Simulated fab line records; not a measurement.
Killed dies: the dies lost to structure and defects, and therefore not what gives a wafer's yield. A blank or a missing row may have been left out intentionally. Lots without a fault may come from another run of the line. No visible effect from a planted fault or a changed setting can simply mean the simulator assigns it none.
Which of the tools did it?	flow gf180mcu	39 wafers from 13 lots sampled at 3 of the route's 602 steps

WHAT EACH GAUGE READ, for each wafer
GF_SALICIDE_RS_MEAS_04: measurement is done with a four-point probe.
lot	measured	on	SALICIDE_TIN_RS (ohm/sq)
L696	day 15 00:14	film metro-03	16.1 16.6 16.0
L697	day 15 10:44	film metro-04	16.1 16.4 16.1
L698	day 15 18:49	film metro-03	16.5 16.1 16.1
L699	day 16 03:14	film metro-04	16.6 16.6 16.7
L700	day 16 11:47	film metro-02	16.5 16.1 16.6
L702	day 17 06:51	film metro-02	16.8 16.6 16.8
L703	day 17 17:08	film metro-02	15.8 16.0 15.8
L705	day 18 14:19	film metro-04	16.4 16.5 16.4
L706	day 18 18:14	film metro-03	16.2 16.0 16.4
L707	day 19 01:49	film metro-04	16.5 16.5 16.7
L710	day 20 06:03	film metro-02	16.8 16.7 16.6
L717	day 22 14:38	film metro-03	16.2 16.6 16.7
L719	day 23 07:20	film metro-03	16.2 15.9 16.0

EACH LOT AND THE TOOL THAT RAN IT (in order: tool; ch and the chambers of the sampled wafers; start)
lot	GF_POLY_GATE_ETCH_13	GF_SAB_CVD_00
L696	rie si-01 ch 1,2, day 9 03:56	pecvd-02 ch 0,2, day 14 02:46
L697	rie si-02 ch 1,2, day 9 10:53	pecvd-04 ch 0,1, day 14 12:32
L698	rie si-02 ch 1,2, day 9 17:11	pecvd-02 ch 1,2, day 14 21:04
L699	rie si-01 ch 0,2,3, day 10 00:06	pecvd-02 ch 0,1,2, day 15 04:55
L700	rie si-01 ch 0,1, day 10 07:32	pecvd-04 ch 0,1,2, day 15 12:53
L702	rie si-02 ch 0,3, day 10 22:38	pecvd-04 ch 0,1, day 16 08:07
L703	rie si-02 ch 1,2,3, day 11 06:57	pecvd-02 ch 0,2, day 16 17:19
L705	rie si-02 ch 0,2,3, day 11 23:45	pecvd-01 ch 0,1, day 17 14:43
L706	rie si-01 ch 0,2, day 12 02:59	pecvd-01 ch 1,2, day 17 18:46
L707	rie si-02 ch 1,3, day 12 10:35	pecvd-04 ch 0,1,2, day 18 02:31
L710	rie si-01 ch 0,1,2, day 13 06:59	pecvd-02 ch 0,1,2, day 19 05:25
L717	rie si-02 ch 0,1,2, day 15 13:08	pecvd-02 ch 0,1, day 21 15:16
L719	rie si-02 ch 1,3, day 15 23:17	pecvd-02 ch 0,1,2, day 22 08:19
- GF_POLY_GATE_ETCH_13: etches poly-Si in HBr/Cl2, stops on SiO2, target depth 198.5 nm, time 69.6 s.
- GF_SAB_CVD_00: deposits SiO2 from TEOS, target thk 50 nm, time 4.9302 s.

AS READ BY THE TOOLS THEMSELVES (means over the sampled wafers that have a number; for cases with no such wafer, the mark the record gives instead)
GF_POLY_GATE_ETCH_13.
lot	tool	drypump motor current A (A)	oes product au (a.u.)	run length s (s)	throttle valve pct (%)
L696	rie si-01	5.6	0.988	97.6	33.679
L697	rie si-02	5.7	0.989	97.4	33.683
L698	rie si-02	5.8	0.987	97.3	33.675
L699	rie si-01	5.9	0.987	97.9	33.684
L700	rie si-01	5.3	0.984	97.7	33.678
L702	rie si-02	6.0	0.991	97.8	33.675
L703	rie si-02	5.9	0.994	97.2	33.683
L705	rie si-02	6.1	0.991	97.4	33.682
L706	rie si-01	6.2	0.981	97.9	33.681
L707	rie si-02	6.1	0.987	97.5	33.688
L710	rie si-01	5.8	0.993	92.0	33.685
L717	rie si-02	5.7	0.990	97.4	33.695
L719	rie si-02	5.6	0.993	97.5	33.685

GF_SAB_CVD_00.
lot	tool	heater power w (W)
L696	pecvd-02	668
L697	pecvd-04	694
L698	pecvd-02	561
L699	pecvd-02	620
L700	pecvd-04	600
L702	pecvd-04	679
L703	pecvd-02	730
L705	pecvd-01	677
L706	pecvd-01	628
L707	pecvd-04	623
L710	pecvd-02	664
L717	pecvd-02	616
L719	pecvd-02	631

THE ANSWER, worked out from the rows above alone
Rule: usual is defined by the lots themselves. The widest of any qualifying gaps counts: lots, ordered by their means at a reading, are off when they make up no more than a third of the lots, leave a main group of 4 or more, and stand apart from it by 3 or more times the standard deviation of that group's means. A main group is skipped when, at the precision printed for the reading in the tables above, its means are all equal. A lot without any number at a reading at which 4 lots or more have one is off too. Where the step has rows for the other lots, those lots are counted as sound. First the gauges in route order, then the tools' own readings, where a lot's mean is used as printed above. At the first step where some lot is off, the reading lying furthest off is the one used; lots without a number count as furthest.
Off: L710 (GF_POLY_GATE_ETCH_13, run length s). The main group: mean 97.5 s, standard deviation 0.22.
A tool fits if, at that step or a process step before it, it ran every lot that is off, and no sound lot after the first of them. One fits: rie si-01 at GF_POLY_GATE_ETCH_13. Its last sound lot is L706 (day 12 02:59), its first lot that is off L710 (day 13 06:59): a fault that began between those two fits.
On the lots that are off, the tool's own readings at GF_POLY_GATE_ETCH_13 differ by more than 5 times the standard deviation of the sound lots' means, which bears it out; run length s reads 92.0 s there versus 97.5 s on the sound lots.

WHAT THE SIMULATOR HAD INSERTED
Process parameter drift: rie si-01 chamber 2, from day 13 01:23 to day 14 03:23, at GF_POLY_GATE_ETCH_13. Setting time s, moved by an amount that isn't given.
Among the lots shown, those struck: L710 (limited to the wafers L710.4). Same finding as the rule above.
